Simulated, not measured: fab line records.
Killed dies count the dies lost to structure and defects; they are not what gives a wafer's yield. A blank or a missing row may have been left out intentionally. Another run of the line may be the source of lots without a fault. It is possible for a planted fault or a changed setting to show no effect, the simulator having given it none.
fab line records :: flow sky130
[record]
  lots = 5
  wafers = 15
  lastDay = 50
route steps=708 shown POLY_CUT@312 SD_P@320 PAD_OPEN@708
lots with no fault: from the same line, run without faults
startH: start of the lot's first displayed wafer, in hours after the record's first day :: waitH: time in hours since the lot's previous step :: " as in the row above :: L1.1+2: a single row standing in for several wafers :: - no value present, or no start provided :: * or withheld: withheld :: < > ~ a bound
route shown NAME@n: names a module that has steps shown in the file, with the first one's number in the route :: usual: mean and standard deviation over wafers with no fault :: same: alike in all rows :: chamber/n: place in a boat :: sites: each site's reading :: _std_site: the standard deviation of these :: _edge_site: outer sites' mean less inner sites' :: radiusMm: for every site, how far away it sits from the centre of the wafer :: mask NAME#n: copy n :: behind: the last tool/chamber to shape the wafer :: hold: reason for holding the lot/hours on hold/outcome of the hold :: device: whichever transistor did not switch (one of n, p or np) :: end of line: the same wafers' tests at the end of the route :: a step without rows: its recipe alone :: killed: at the first sort, the dies lost to defects and structure; wafer yield is something else :: map: the dies of a wafer, with x for killed, . for not killed, _ for no die there
set.NAME: the setting that was run; set.NAME@STEP: the one run at that earlier step :: model.NAME: the simulator's own value behind a step, which no gauge read
lots at selected steps of the route; one table per step, one row per wafer
services: from which hour (startH, from the record's first day; less than 0 if before it) a tool's chamber was out of use, for how many hours, and why
[[steps]]
[step SKY_POLY_CUT_EXPOSE_05]
[recipe]
  maskId = NPCM
  na = 0.8
  sourceShape = annular
  sigmaInner = 0.55
  sigmaOuter = 0.85
  targetCdNm = 270
  doseMj = 32
[step SKY_POLY_CUT_PEB_06]
[recipe]
  pebTempC = withheld
  pebTimeS = withheld
  resist = KrF-thick
[step SKY_POLY_CUT_DEVELOP_07]
[recipe]
  developTimeS = 60
  resist = KrF-thick
  devTempC = 21
[step SKY_POLY_CUT_CD_MEAS_08]
[recipe]
  targetCdNm = 270
[usual]
  cdNm = 270.1/1.7
lot.wafer: L468.2
tool: cdSem-01
chamber: -
startH: 645.14
waitH: -
cdNm: 272.3

lot.wafer: L468.3
tool: cdSem-01
chamber: -
startH: 645.14
waitH: -
cdNm: 272.6

lot.wafer: L468.5
tool: cdSem-01
chamber: -
startH: 645.14
waitH: -
cdNm: 272.2

lot.wafer: L477.2
tool: cdSem-02
chamber: -
startH: 718.49
waitH: -
cdNm: 271.5

lot.wafer: L477.4
tool: cdSem-02
chamber: -
startH: 718.49
waitH: -
cdNm: 272.0

lot.wafer: L477.5
tool: cdSem-02
chamber: -
startH: 718.49
waitH: -
cdNm: 272.0

lot.wafer: L478.2
tool: cdSem-02
chamber: -
startH: 724.41
waitH: -
cdNm: 271.3

lot.wafer: L478.4
tool: cdSem-02
chamber: -
startH: 724.41
waitH: -
cdNm: 270.4

lot.wafer: L478.5
tool: cdSem-02
chamber: -
startH: 724.41
waitH: -
cdNm: 271.4

lot.wafer: L479.2
tool: cdSem-01
chamber: -
startH: 734.47
waitH: -
cdNm: 270.7

lot.wafer: L479.3
tool: cdSem-01
chamber: -
startH: 734.47
waitH: -
cdNm: 270.3

lot.wafer: L479.6
tool: cdSem-01
chamber: -
startH: 734.47
waitH: -
cdNm: 269.7

lot.wafer: L481.1
tool: cdSem-01
chamber: -
startH: 749.27
waitH: -
cdNm: 269.7

lot.wafer: L481.3
tool: cdSem-01
chamber: -
startH: 749.27
waitH: -
cdNm: 269.3

lot.wafer: L481.5
tool: cdSem-01
chamber: -
startH: 749.27
waitH: -
cdNm: 270.2
[step SKY_POLY_CUT_OVL_MEAS_09]
[usual]
  POLY_CUT_OVL = 0/7.2
lot.wafer: L468.2
tool: overlay-01
chamber: -
startH: 645.25
waitH: 0.1
POLY_CUT_OVL[nm]: 3

lot.wafer: L468.3
tool: overlay-01
chamber: -
startH: 645.25
waitH: 0.1
POLY_CUT_OVL[nm]: 8

lot.wafer: L468.5
tool: overlay-01
chamber: -
startH: 645.25
waitH: 0.1
POLY_CUT_OVL[nm]: -2

lot.wafer: L477.2
tool: overlay-02
chamber: -
startH: 718.60
waitH: 0.1
POLY_CUT_OVL[nm]: -3

lot.wafer: L477.4
tool: overlay-02
chamber: -
startH: 718.60
waitH: 0.1
POLY_CUT_OVL[nm]: 3

lot.wafer: L477.5
tool: overlay-02
chamber: -
startH: 718.60
waitH: 0.1
POLY_CUT_OVL[nm]: -3

lot.wafer: L478.2
tool: overlay-02
chamber: -
startH: 724.52
waitH: 0.1
POLY_CUT_OVL[nm]: 9

lot.wafer: L478.4
tool: overlay-02
chamber: -
startH: 724.52
waitH: 0.1
POLY_CUT_OVL[nm]: 12

lot.wafer: L478.5
tool: overlay-02
chamber: -
startH: 724.52
waitH: 0.1
POLY_CUT_OVL[nm]: 11

lot.wafer: L479.2
tool: overlay-02
chamber: -
startH: 734.58
waitH: 0.1
POLY_CUT_OVL[nm]: -10

lot.wafer: L479.3
tool: overlay-02
chamber: -
startH: 734.58
waitH: 0.1
POLY_CUT_OVL[nm]: -5

lot.wafer: L479.6
tool: overlay-02
chamber: -
startH: 734.58
waitH: 0.1
POLY_CUT_OVL[nm]: -2

lot.wafer: L481.1
tool: overlay-01
chamber: -
startH: 749.39
waitH: 0.1
POLY_CUT_OVL[nm]: -4

lot.wafer: L481.3
tool: overlay-01
chamber: -
startH: 749.39
waitH: 0.1
POLY_CUT_OVL[nm]: -6

lot.wafer: L481.5
tool: overlay-01
chamber: -
startH: 749.39
waitH: 0.1
POLY_CUT_OVL[nm]: -8
[step SKY_POLY_CUT_ETCH_10]
[recipe]
  chemistry = N2/H2
  target = BARC
  ionEnergyEv = 200
  sourceW = 500
  biasW = 100
  pressureMtorr = 30
  n2FlowSccm = 100
  h2FlowSccm = 200
  stopOn = SiO2
  timeS = 45.9
  targetDepthA = 600
[usual]
  drypumpMotorCurrentA = 6.0/0.39
  oesProductAu = 0.856/0.0048
  throttleValvePct = 13.225/0.0091
lot.wafer: L468.2
tool: rieDiel-04
chamber: 1
startH: 645.28
waitH: 0.0
drypumpMotorCurrentA: 6.0
oesProductAu: 0.863
rfHoursCounterH: 8
throttleValvePct: 13.231

lot.wafer: L468.3
tool: rieDiel-04
chamber: 2
startH: 645.28
waitH: 0.0
drypumpMotorCurrentA: 6.0
oesProductAu: 0.852
rfHoursCounterH: 6
throttleValvePct: 13.239

lot.wafer: L468.5
tool: rieDiel-04
chamber: 3
startH: 645.28
waitH: 0.0
drypumpMotorCurrentA: 6.8
oesProductAu: 0.855
rfHoursCounterH: -
throttleValvePct: 13.226

lot.wafer: L477.2
tool: rieDiel-02
chamber: 1
startH: 718.63
waitH: 0.0
drypumpMotorCurrentA: 5.3
oesProductAu: 0.856
rfHoursCounterH: 4
throttleValvePct: 13.216

lot.wafer: L477.4
tool: rieDiel-02
chamber: 2
startH: 718.63
waitH: 0.0
drypumpMotorCurrentA: 6.1
oesProductAu: 0.857
rfHoursCounterH: 8
throttleValvePct: 13.214

lot.wafer: L477.5
tool: rieDiel-02
chamber: 1
startH: 718.63
waitH: 0.0
drypumpMotorCurrentA: 5.3
oesProductAu: 0.858
rfHoursCounterH: -
throttleValvePct: 13.229

lot.wafer: L478.2
tool: rieDiel-03
chamber: 3
startH: 724.55
waitH: 0.0
drypumpMotorCurrentA: 5.6
oesProductAu: 0.857
rfHoursCounterH: 2
throttleValvePct: 13.223

lot.wafer: L478.4
tool: rieDiel-03
chamber: 2
startH: 724.55
waitH: 0.0
drypumpMotorCurrentA: 5.7
oesProductAu: 0.859
rfHoursCounterH: 15
throttleValvePct: 13.212

lot.wafer: L478.5
tool: rieDiel-03
chamber: 2
startH: 724.55
waitH: 0.0
drypumpMotorCurrentA: 5.7
oesProductAu: 0.854
rfHoursCounterH: -
throttleValvePct: 13.223

lot.wafer: L479.2
tool: rieDiel-04
chamber: 1
startH: 734.61
waitH: 0.0
drypumpMotorCurrentA: 5.9
oesProductAu: 0.858
rfHoursCounterH: 10
throttleValvePct: 13.231

lot.wafer: L479.3
tool: rieDiel-04
chamber: 3
startH: 734.61
waitH: 0.0
drypumpMotorCurrentA: 6.8
oesProductAu: 0.852
rfHoursCounterH: 14
throttleValvePct: 13.224

lot.wafer: L479.6
tool: rieDiel-04
chamber: 2
startH: 734.61
waitH: 0.0
drypumpMotorCurrentA: 6.0
oesProductAu: 0.865
rfHoursCounterH: -
throttleValvePct: 13.221

lot.wafer: L481.1
tool: rieDiel-04
chamber: 1
startH: 749.43
waitH: 0.0
drypumpMotorCurrentA: 6.0
oesProductAu: 0.858
rfHoursCounterH: 11
throttleValvePct: 13.246

lot.wafer: L481.3
tool: rieDiel-04
chamber: 0
startH: 749.43
waitH: 0.0
drypumpMotorCurrentA: 6.3
oesProductAu: 0.850
rfHoursCounterH: 5
throttleValvePct: 13.225

lot.wafer: L481.5
tool: rieDiel-04
chamber: 2
startH: 749.43
waitH: 0.0
drypumpMotorCurrentA: 6.0
oesProductAu: 0.868
rfHoursCounterH: -
throttleValvePct: 13.242
[step SKY_POLY_CUT_ETCH_11]
[recipe]
  target = Si3N4
  chemistry = CF4/CH2F2/Ar
  stopOn = poly-Si
  sourceW = 600
  biasW = 150
  pressureMtorr = 40
  cf4FlowSccm = 40
  ch2f2FlowSccm = 20
  Ar_flow_sccm = 150
  timeS = 42.5
  targetDepthA = 600
[usual]
  cf4FlowSccm = 39.99/0.12
  drypumpMotorCurrentA = 6.0/0.39
  oesProductAu = 0.828/0.0064
  throttleValvePct = 14.994/0.0095
lot.wafer: L468.2
tool: rieDiel-04
chamber: 1
startH: 645.32
waitH: 0.0
cf4FlowSccm: 40.14
drypumpMotorCurrentA: 6.0
oesProductAu: 0.838
rfHoursCounterH: 8
throttleValvePct: 14.989

lot.wafer: L468.3
tool: rieDiel-04
chamber: 2
startH: 645.32
waitH: 0.0
cf4FlowSccm: 40.13
drypumpMotorCurrentA: 6.0
oesProductAu: 0.828
rfHoursCounterH: 6
throttleValvePct: 15.003

lot.wafer: L468.5
tool: rieDiel-04
chamber: 3
startH: 645.32
waitH: 0.0
cf4FlowSccm: 39.98
drypumpMotorCurrentA: 6.8
oesProductAu: 0.833
rfHoursCounterH: -
throttleValvePct: 15.002

lot.wafer: L477.2
tool: rieDiel-02
chamber: 1
startH: 718.67
waitH: 0.0
cf4FlowSccm: 40.11
drypumpMotorCurrentA: 5.3
oesProductAu: 0.826
rfHoursCounterH: 4
throttleValvePct: 14.977

lot.wafer: L477.4
tool: rieDiel-02
chamber: 2
startH: 718.67
waitH: 0.0
cf4FlowSccm: 39.64
drypumpMotorCurrentA: 6.1
oesProductAu: 0.828
rfHoursCounterH: 8
throttleValvePct: 15.005

lot.wafer: L477.5
tool: rieDiel-02
chamber: 1
startH: 718.67
waitH: 0.0
cf4FlowSccm: 39.99
drypumpMotorCurrentA: 5.3
oesProductAu: 0.830
rfHoursCounterH: -
throttleValvePct: 14.992

lot.wafer: L478.2
tool: rieDiel-03
chamber: 3
startH: 724.59
waitH: 0.0
cf4FlowSccm: 39.97
drypumpMotorCurrentA: 5.6
oesProductAu: 0.825
rfHoursCounterH: 2
throttleValvePct: 14.992

lot.wafer: L478.4
tool: rieDiel-03
chamber: 2
startH: 724.59
waitH: 0.0
cf4FlowSccm: 39.90
drypumpMotorCurrentA: 5.6
oesProductAu: 0.817
rfHoursCounterH: 16
throttleValvePct: 15.013

lot.wafer: L478.5
tool: rieDiel-03
chamber: 2
startH: 724.59
waitH: 0.0
cf4FlowSccm: 39.67
drypumpMotorCurrentA: 5.6
oesProductAu: 0.823
rfHoursCounterH: -
throttleValvePct: 15.010

lot.wafer: L479.2
tool: rieDiel-04
chamber: 1
startH: 734.65
waitH: 0.0
cf4FlowSccm: 40.01
drypumpMotorCurrentA: 6.0
oesProductAu: 0.822
rfHoursCounterH: 10
throttleValvePct: 14.997

lot.wafer: L479.3
tool: rieDiel-04
chamber: 3
startH: 734.65
waitH: 0.0
cf4FlowSccm: 40.04
drypumpMotorCurrentA: 6.7
oesProductAu: 0.826
rfHoursCounterH: 14
throttleValvePct: 14.977

lot.wafer: L479.6
tool: rieDiel-04
chamber: 2
startH: 734.65
waitH: 0.0
cf4FlowSccm: 40.04
drypumpMotorCurrentA: 6.0
oesProductAu: 0.823
rfHoursCounterH: -
throttleValvePct: 14.983

lot.wafer: L481.1
tool: rieDiel-04
chamber: 1
startH: 749.47
waitH: 0.0
cf4FlowSccm: 40.25
drypumpMotorCurrentA: 6.0
oesProductAu: 0.827
rfHoursCounterH: 11
throttleValvePct: 15.002

lot.wafer: L481.3
tool: rieDiel-04
chamber: 0
startH: 749.47
waitH: 0.0
cf4FlowSccm: 39.94
drypumpMotorCurrentA: 6.2
oesProductAu: 0.835
rfHoursCounterH: 5
throttleValvePct: 14.980

lot.wafer: L481.5
tool: rieDiel-04
chamber: 2
startH: 749.47
waitH: 0.0
cf4FlowSccm: 40.04
drypumpMotorCurrentA: 6.0
oesProductAu: 0.821
rfHoursCounterH: -
throttleValvePct: 14.998
[step SKY_POLY_CUT_STRIP_12]
[recipe]
  chemistry = O2/N2
  powerW = 1400
  pressureMtorr = 1500
  platenTempC = withheld
  o2FlowSccm = 3000
  n2FlowSccm = 300
  overashFraction = 0.5
[usual]
  drypumpMotorCurrentA = 5.6/0.34
  oesProductAu = 0.452/0.0048
  stripTimeToEndpointS = 5.357/0.016
lot.wafer: L468.2
tool: plasmaAsher-03
chamber: 1
startH: 645.36
waitH: 0.0
drypumpMotorCurrentA: 5.7
oesProductAu: 0.453
rfHoursCounterH: 92
stripTimeToEndpointS: 5.347

lot.wafer: L468.3
tool: plasmaAsher-03
chamber: 1
startH: 645.36
waitH: 0.0
drypumpMotorCurrentA: 5.8
oesProductAu: 0.453
rfHoursCounterH: -
stripTimeToEndpointS: 5.374

lot.wafer: L468.5
tool: plasmaAsher-03
chamber: 1
startH: 645.36
waitH: 0.0
drypumpMotorCurrentA: 5.7
oesProductAu: 0.451
rfHoursCounterH: -
stripTimeToEndpointS: 5.380

lot.wafer: L477.2
tool: plasmaAsher-03
chamber: 0
startH: 718.71
waitH: 0.0
drypumpMotorCurrentA: 4.9
oesProductAu: 0.444
rfHoursCounterH: 100
stripTimeToEndpointS: 5.351

lot.wafer: L477.4
tool: plasmaAsher-03
chamber: 1
startH: 718.71
waitH: 0.0
drypumpMotorCurrentA: 5.7
oesProductAu: 0.446
rfHoursCounterH: -
stripTimeToEndpointS: 5.360

lot.wafer: L477.5
tool: plasmaAsher-03
chamber: 1
startH: 718.71
waitH: 0.0
drypumpMotorCurrentA: 5.8
oesProductAu: 0.452
rfHoursCounterH: -
stripTimeToEndpointS: 5.343

lot.wafer: L478.2
tool: plasmaAsher-04
chamber: 0
startH: 724.63
waitH: 0.0
drypumpMotorCurrentA: 5.4
oesProductAu: 0.449
rfHoursCounterH: 62
stripTimeToEndpointS: 5.377

lot.wafer: L478.4
tool: plasmaAsher-04
chamber: 0
startH: 724.63
waitH: 0.0
drypumpMotorCurrentA: 5.4
oesProductAu: 0.457
rfHoursCounterH: -
stripTimeToEndpointS: 5.351

lot.wafer: L478.5
tool: plasmaAsher-04
chamber: 0
startH: 724.63
waitH: 0.0
drypumpMotorCurrentA: 5.4
oesProductAu: 0.453
rfHoursCounterH: -
stripTimeToEndpointS: 5.370

lot.wafer: L479.2
tool: plasmaAsher-04
chamber: 1
startH: 734.69
waitH: 0.0
drypumpMotorCurrentA: 5.8
oesProductAu: 0.455
rfHoursCounterH: 63
stripTimeToEndpointS: 5.372

lot.wafer: L479.3
tool: plasmaAsher-04
chamber: 1
startH: 734.69
waitH: 0.0
drypumpMotorCurrentA: 5.8
oesProductAu: 0.451
rfHoursCounterH: -
stripTimeToEndpointS: 5.350

lot.wafer: L479.6
tool: plasmaAsher-04
chamber: 0
startH: 734.69
waitH: 0.0
drypumpMotorCurrentA: 5.4
oesProductAu: 0.454
rfHoursCounterH: -
stripTimeToEndpointS: 5.364

lot.wafer: L481.1
tool: plasmaAsher-04
chamber: 0
startH: 749.51
waitH: 0.0
drypumpMotorCurrentA: 5.4
oesProductAu: 0.452
rfHoursCounterH: 65
stripTimeToEndpointS: 5.388

lot.wafer: L481.3
tool: plasmaAsher-04
chamber: 1
startH: 749.51
waitH: 0.0
drypumpMotorCurrentA: 5.8
oesProductAu: 0.458
rfHoursCounterH: -
stripTimeToEndpointS: 5.398

lot.wafer: L481.5
tool: plasmaAsher-04
chamber: 1
startH: 749.51
waitH: 0.0
drypumpMotorCurrentA: 5.8
oesProductAu: 0.464
rfHoursCounterH: -
stripTimeToEndpointS: 5.383
[step SKY_SD_P_DEHYDRATE_00]
[recipe]
  tempC = 200
  timeS = 60
[step SKY_SD_P_HMDS_01]
[recipe]
  primeTimeS = 60
  primeTempC = 120
[step SKY_SD_P_COAT_02]
[recipe]
  resist = NOVOLAK
  spinRpm = 3000
  resistThkNm = 1140
[step SKY_SD_P_SOFTBAKE_03]
[recipe]
  tempC = 90
  timeS = 60
  resist = NOVOLAK
[step SKY_SD_P_EXPOSE_04]
[recipe]
  maskId = PSDM
  na = 0.6
  sourceShape = conventional
  sigmaOuter = 0.6
  polarization = unpolarized
  targetCdNm = 380
  doseMj = 138
lot.wafer: L468.2+3+5
tool: ilineStepper-02
chamber: 0
startH: 658.94
waitH: -
mask: PSDM_R1#0

lot.wafer: L477.2+4+5
tool: ilineStepper-02
chamber: 0
startH: 732.16
waitH: -
mask: PSDM#0

lot.wafer: L478.2+4+5
tool: ilineStepper-02
chamber: 0
startH: 739.19
waitH: -
mask: PSDM#0

lot.wafer: L479.2+3+6
tool: ilineStepper-01
chamber: 0
startH: 748.66
waitH: -
mask: PSDM#0

lot.wafer: L481.1+3+5
tool: ilineStepper-02
chamber: 0
startH: 763.00
waitH: -
mask: PSDM#0
[step SKY_SD_P_PEB_05]
[recipe]
  tempC = withheld
  timeS = *
  resist = NOVOLAK
[step SKY_SD_P_DEVELOP_06]
[recipe]
  resist = NOVOLAK
  developer = TMAH
  developTimeS = 60
  devTempC = 23
[step SKY_SD_P_CD_MEAS_07]
[recipe]
  targetCdNm = 380
[usual]
  cdNm = 379.7/2.6
lot.wafer: L468.2
tool: cdSem-01
chamber: -
startH: 672.91
waitH: 0.1
cdNm: 406.0

lot.wafer: L468.3
tool: cdSem-01
chamber: -
startH: 672.91
waitH: 0.1
cdNm: 402.6

lot.wafer: L468.5
tool: cdSem-01
chamber: -
startH: 672.91
waitH: 0.1
cdNm: 405.4

lot.wafer: L477.2
tool: cdSem-02
chamber: -
startH: 746.06
waitH: 0.1
cdNm: 379.5

lot.wafer: L477.4
tool: cdSem-02
chamber: -
startH: 746.06
waitH: 0.1
cdNm: 379.3

lot.wafer: L477.5
tool: cdSem-02
chamber: -
startH: 746.06
waitH: 0.1
cdNm: 379.5

lot.wafer: L478.2
tool: cdSem-02
chamber: -
startH: 752.19
waitH: 0.1
cdNm: 383.9

lot.wafer: L478.4
tool: cdSem-02
chamber: -
startH: 752.19
waitH: 0.1
cdNm: 384.9

lot.wafer: L478.5
tool: cdSem-02
chamber: -
startH: 752.19
waitH: 0.1
cdNm: 384.0

lot.wafer: L479.2
tool: cdSem-02
chamber: -
startH: 761.49
waitH: 0.1
cdNm: 381.2

lot.wafer: L479.3
tool: cdSem-02
chamber: -
startH: 761.49
waitH: 0.1
cdNm: 382.2

lot.wafer: L479.6
tool: cdSem-02
chamber: -
startH: 761.49
waitH: 0.1
cdNm: 379.0

lot.wafer: L481.1
tool: cdSem-01
chamber: -
startH: 776.74
waitH: 0.1
cdNm: 381.1

lot.wafer: L481.3
tool: cdSem-01
chamber: -
startH: 776.74
waitH: 0.1
cdNm: 380.8

lot.wafer: L481.5
tool: cdSem-01
chamber: -
startH: 776.74
waitH: 0.1
cdNm: 380.1
[step SKY_SD_P_OVL_MEAS_08]
[usual]
  SD_P_OVL = 0.0/1.5
lot.wafer: L468.2
tool: overlay-02
chamber: -
startH: 673.02
waitH: 0.1
SD_P_OVL[nm]: 1.3

lot.wafer: L468.3
tool: overlay-02
chamber: -
startH: 673.02
waitH: 0.1
SD_P_OVL[nm]: 0.3

lot.wafer: L468.5
tool: overlay-02
chamber: -
startH: 673.02
waitH: 0.1
SD_P_OVL[nm]: 0.4

lot.wafer: L477.2
tool: overlay-01
chamber: -
startH: 746.17
waitH: 0.1
SD_P_OVL[nm]: -1.4

lot.wafer: L477.4
tool: overlay-01
chamber: -
startH: 746.17
waitH: 0.1
SD_P_OVL[nm]: 0.0

lot.wafer: L477.5
tool: overlay-01
chamber: -
startH: 746.17
waitH: 0.1
SD_P_OVL[nm]: -0.2

lot.wafer: L478.2
tool: overlay-01
chamber: -
startH: 752.30
waitH: 0.1
SD_P_OVL[nm]: -0.9

lot.wafer: L478.4
tool: overlay-01
chamber: -
startH: 752.30
waitH: 0.1
SD_P_OVL[nm]: -0.3

lot.wafer: L478.5
tool: overlay-01
chamber: -
startH: 752.30
waitH: 0.1
SD_P_OVL[nm]: 0.3

lot.wafer: L479.2
tool: overlay-02
chamber: -
startH: 761.60
waitH: 0.1
SD_P_OVL[nm]: 1.0

lot.wafer: L479.3
tool: overlay-02
chamber: -
startH: 761.60
waitH: 0.1
SD_P_OVL[nm]: 0.5

lot.wafer: L479.6
tool: overlay-02
chamber: -
startH: 761.60
waitH: 0.1
SD_P_OVL[nm]: 0.7

lot.wafer: L481.1
tool: overlay-01
chamber: -
startH: 776.86
waitH: 0.1
SD_P_OVL[nm]: 0.1

lot.wafer: L481.3
tool: overlay-01
chamber: -
startH: 776.86
waitH: 0.1
SD_P_OVL[nm]: -0.1

lot.wafer: L481.5
tool: overlay-01
chamber: -
startH: 776.86
waitH: 0.1
SD_P_OVL[nm]: 2.6
[step SKY_PAD_OPEN_PROBE_99]
[usual]
  killed_at_M0_to_M3 = 43/6.5
  killed_at_M4_up = 3.2/1.8
  killedAtContacts = 24/5.2
  killedAtFrontEnd = 15/4
  killedAtOther = 0.4/0.69
  killedDies = 86/8.7
  killedOpen = 47/7
  killedShort = 39/5.7
[same]
  grossDies = 492
  killedAtBackSide = 0
lot.wafer: L468.5
tool: prober-02
chamber: -
startH: 1135.34
waitH: 0.2
killed_at_M0_to_M3: 43
killed_at_M4_up: 2
killedAtContacts: 39
killedAtFrontEnd: 12
killedAtOther: 0
killedDies: 96
killedOpen: 53
killedShort: 42
// killed by level:class
L468.5 CONTACT:geometricParticle:open=15 LI_CONTACT:geometricParticle:open=9 LOCAL_INTERCONNECT:geometricParticle:short=8 VIA3:geometricParticle:open=7 VIA2:geometricParticle:open=7 VIA1:geometricParticle:open=7 CONTACT:geometricParticle:short=6 METAL3:geometricParticle:short=5
[[services]]
tool: rieDiel-03
chamber: 1
startH: 629.44
hours: 2.6
kind: repair

tool: ilineStepper-01
chamber: -
startH: 630.77
hours: 0.7
kind: repair

tool: ilineStepper-01
chamber: -
startH: 642.76
hours: 6.3
kind: repair

tool: ilineStepper-01
chamber: -
startH: 650.41
hours: 3.9
kind: repair

tool: ilineStepper-01
chamber: -
startH: 654.28
hours: 1.7
kind: pm

tool: rieDiel-02
chamber: -
startH: 668.76
hours: 28.1
kind: pm

tool: ilineStepper-01
chamber: 0
startH: 682.50
hours: -
kind: calibration

tool: rieDiel-03
chamber: -
startH: 686.08
hours: 1.0
kind: repair

tool: rieDiel-03
chamber: 3
startH: 692.95
hours: 2.6
kind: repair

tool: plasmaAsher-04
chamber: -
startH: 707.04
hours: 2.8
kind: pm

tool: rieDiel-02
chamber: -
startH: 715.54
hours: 2.8
kind: pm

tool: rieDiel-04
chamber: 1
startH: 717.43
hours: 4.2
kind: repair

tool: rieDiel-02
chamber: -
startH: 720.58
hours: 1.1
kind: repair

tool: rieDiel-02
chamber: 0
startH: 728.51
hours: -
kind: clean

tool: rieDiel-02
chamber: 0
startH: 728.51
hours: 22.4
kind: scheduledDown

tool: rieDiel-02
chamber: 0
startH: 728.51
hours: 22.4
kind: ventCycle

tool: rieDiel-04
chamber: -
startH: 729.58
hours: 0.8
kind: repair

tool: plasmaAsher-03
chamber: -
startH: 733.75
hours: 9.0
kind: pm

tool: plasmaAsher-03
chamber: 0
startH: 733.75
hours: 9.0
kind: ventCycle

tool: plasmaAsher-03
chamber: 1
startH: 733.75
hours: 9.0
kind: ventCycle

tool: plasmaAsher-03
chamber: 0
startH: 742.75
hours: -
kind: clean

tool: plasmaAsher-03
chamber: 1
startH: 742.75
hours: -
kind: clean

tool: rieDiel-02
chamber: 1
startH: 757.36
hours: 6.3
kind: repair
[[key]]
[firstSign]
  step = SKY_SD_P_EXPOSE_04
  reading = mask
  direction = changed
[effect]
  step = SKY_SD_P_CD_MEAS_07
  reading = cdNm
  direction = up
  sigmas = 9.7
  usual = 379.7
  struck = 404.6
metAt SKY_SD_P_EXPOSE_04
struckWafers L468.2,L468.3,L468.5
testerLeftOut L468
[fault]
  kind = wrongMask
  tool = any
  chamber = -
  onsetH = 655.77
  steps = SKY_SD_P_EXPOSE_04
  auxCopy = PSDM_R1#0
  cdOffsetNm = 27
  scope = struckLotsOnly
// testerLeftOut: of these lots the tester's yield and bins aren't shown, on N5 and GAA mostly nor the transistor test; their killed dies are dies lost to structure and defects alone, not to doping, threshold or leakage, so they don't give the yield
